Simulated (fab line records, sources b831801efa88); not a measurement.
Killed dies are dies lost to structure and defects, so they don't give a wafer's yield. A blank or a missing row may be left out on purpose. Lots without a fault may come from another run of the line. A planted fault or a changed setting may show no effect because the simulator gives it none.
A struck lot beside a sound one | flow gf180mcu | 43 steps out of a route of 602
Sound: wafers L575.1, L575.5, L575.6. Struck: wafers L579.1, L579.3, L579.4. The cause comes at the end.
At each step with rows: each side's tool, then ch and its chambers, then its first start. Under that, the readings that differ: sound wafers | struck wafers | difference of the means | sigmas: that difference in standard deviations of wafers without a fault.
alike: readings whose means differ by less than 2 such deviations, and words and numbers that are the same on both sides. not compared: withheld readings, readings that some wafer has no value for, bounds like >300 that may hide the same value, and numbers for which the record gives no deviation and whose values overlap.
The two part at a step that has a row with sigmas, a row that says differs or no value, or rows on one side only. Numbers that don't overlap but have no deviation are shown without sigmas and don't part them. A reading that every wafer of one side lacks parts them only if that side has two wafers or more.

first, 2 steps without rows for these wafers: GF_LVPWELL_IMPLANT_08; GF_LVPWELL_IMPLANT_09.
GF_LVPWELL_STRIP_10: strips in O2/N2.
  sound on plasma_asher-02 ch 0,1, day 6 10:29; struck on plasma_asher-02 ch 0,1, day 7 11:34
  alike: drypump_motor_current_A, heater_power_w, oes_product_au, strip_time_to_endpoint_s
  not compared: rf_hours_counter_h
GF_LVPWELL_TW_MEAS_11:
  sound on film_metro-02, day 6 10:35; struck on film_metro-01, day 7 11:40
  alike: LVPWELL_TW
then, 7 steps without rows for these wafers: GF_MVSD_DEHYDRATE_00 (time 60 s); GF_MVSD_HMDS_01 (prime time 60 s); GF_MVSD_COAT_02 (resist thk 3000 nm); GF_MVSD_SOFTBAKE_03; GF_MVSD_EXPOSE_04 (exposes mask MVSD, target cd 1000 nm); GF_MVSD_PEB_05; GF_MVSD_DEVELOP_06 (develop time 60 s).
GF_MVSD_OVL_MEAS_07:
  sound on overlay-02, day 7 01:28; struck on overlay-01, day 8 04:13
  alike: MVSD_OVL
GF_MVSD_IMPLANT_08:
  sound on implanter-02 ch 0, day 7 01:29; struck on implanter-04 ch 0, day 8 04:14
  reading            | sound                            | struck                        | difference | sigmas
  dose_ions_cm2      | 1.6005e+13 1.5986e+13 1.5992e+13 | 8.141e+12 8.157e+12 8.144e+12 | -7.847e+12 | -99 or more
  faraday_current_uA | 88.2 91.2 88.9                   | 44.2 46.1 45.4                | -44.2      | -26
then, 1 step without rows for these wafers: GF_MVSD_IMPLANT_09.
GF_MVSD_STRIP_10: strips in O2/N2.
  sound on plasma_asher-02 ch 0,1, day 7 01:47; struck on plasma_asher-02 ch 0,1, day 8 04:32
  alike: drypump_motor_current_A, heater_power_w, oes_product_au, strip_time_to_endpoint_s
  not compared: rf_hours_counter_h
GF_MVSD_TW_MEAS_11:
  sound on film_metro-02, day 7 01:53; struck on film_metro-02, day 8 04:52
  reading | sound          | struck         | difference | sigmas
  MVSD_TW | 1581 1575 1580 | 1314 1320 1323 | -260       | -22
  not compared: hold
then, 6 steps without rows for these wafers: GF_MVPSD_HMDS_01 (prime time 60 s); GF_MVPSD_COAT_02 (resist thk 3000 nm); GF_MVPSD_SOFTBAKE_03; GF_MVPSD_EXPOSE_04 (exposes mask MVPSD, target cd 1000 nm); GF_MVPSD_PEB_05; GF_MVPSD_DEVELOP_06 (develop time 60 s).
GF_MVPSD_OVL_MEAS_07:
  sound on overlay-02, day 7 18:25; struck on overlay-01, day 8 21:25
  reading        | sound       | struck        | difference | sigmas
  MVPSD_OVL (nm) | 2.8 3.1 3.4 | -0.4 1.5 -0.3 | -2.8       | -2
then, 2 steps without rows for these wafers: GF_MVPSD_IMPLANT_08; GF_MVPSD_IMPLANT_09.
GF_MVPSD_STRIP_10: strips in O2/N2.
  sound on plasma_asher-01 ch 0,1, day 7 18:45; struck on plasma_asher-01 ch 0,1, day 8 21:44
  alike: drypump_motor_current_A, heater_power_w, oes_product_au, strip_time_to_endpoint_s
  not compared: rf_hours_counter_h
GF_MVPSD_TW_MEAS_11:
  sound on film_metro-02, day 7 18:51; struck on film_metro-04, day 8 21:50
  alike: MVPSD_TW
then, 7 steps without rows for these wafers: GF_VT_IMPLANT_DEHYDRATE_00 (time 60 s); GF_VT_IMPLANT_HMDS_01 (prime time 60 s); GF_VT_IMPLANT_COAT_02 (resist thk 1000 nm); GF_VT_IMPLANT_SOFTBAKE_03 (time 60 s); GF_VT_IMPLANT_EXPOSE_04 (exposes mask LVPWELL LV AREA, target cd 600 nm); GF_VT_IMPLANT_PEB_05; GF_VT_IMPLANT_DEVELOP_06 (develop time 60 s).
GF_VT_IMPLANT_OVL_MEAS_07:
  sound on overlay-01, day 8 11:13; struck on overlay-01, day 9 15:16
  alike: VT_IMPLANT_OVL
then, 1 step without rows for these wafers: GF_VT_IMPLANT_IMPLANT_08.
GF_VT_IMPLANT_STRIP_09: strips in O2/N2.
  sound on plasma_asher-02 ch 0,1, day 8 11:24; struck on plasma_asher-03 ch 0,1, day 9 15:27
  reading                     | sound       | struck      | difference | sigmas
  drypump_motor_current_A (A) | 5.4 5.4 5.2 | 6.4 6.4 5.6 | +0.8       | +2
  alike: heater_power_w, oes_product_au, strip_time_to_endpoint_s
  not compared: rf_hours_counter_h
GF_VT_IMPLANT_TW_MEAS_10:
  sound on film_metro-03, day 8 11:34; struck on film_metro-04, day 9 15:33
  alike: VT_IMPLANT_TW
then, 3 steps without rows for these wafers: GF_VT_IMPLANT_DEHYDRATE_11 (time 60 s); GF_VT_IMPLANT_HMDS_12 (prime time 60 s); GF_VT_IMPLANT_COAT_13 (resist thk 1000 nm).
-- the record jumps here: 2 days lie between the struck wafers' starts before and after --
GF_VT_IMPLANT_RS_MEAS_46: measures by four-point-probe.
  sound on film_metro-04, day 10 14:55; struck on film_metro-01, day 11 23:50
  reading          | sound             | struck            | difference | sigmas
  MVSD_RS (ohm/sq) | 455.1 455.6 455.9 | 635.7 635.3 636.7 | +180.4     | +99 or more
  not compared: hold
GF_PASSIVATION_PROBE_99:
  the record has rows for the sound wafers here (prober-02, day 32 05:34) and none for the struck ones

WHERE THEY PART
First at GF_MVSD_IMPLANT_08; last, within this record, at GF_PASSIVATION_PROBE_99.

WHY: what the simulator had put in
Process parameter drift: implanter-04, from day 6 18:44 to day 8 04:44, at GF_MVSD_IMPLANT_08. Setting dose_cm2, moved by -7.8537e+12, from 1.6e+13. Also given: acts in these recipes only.
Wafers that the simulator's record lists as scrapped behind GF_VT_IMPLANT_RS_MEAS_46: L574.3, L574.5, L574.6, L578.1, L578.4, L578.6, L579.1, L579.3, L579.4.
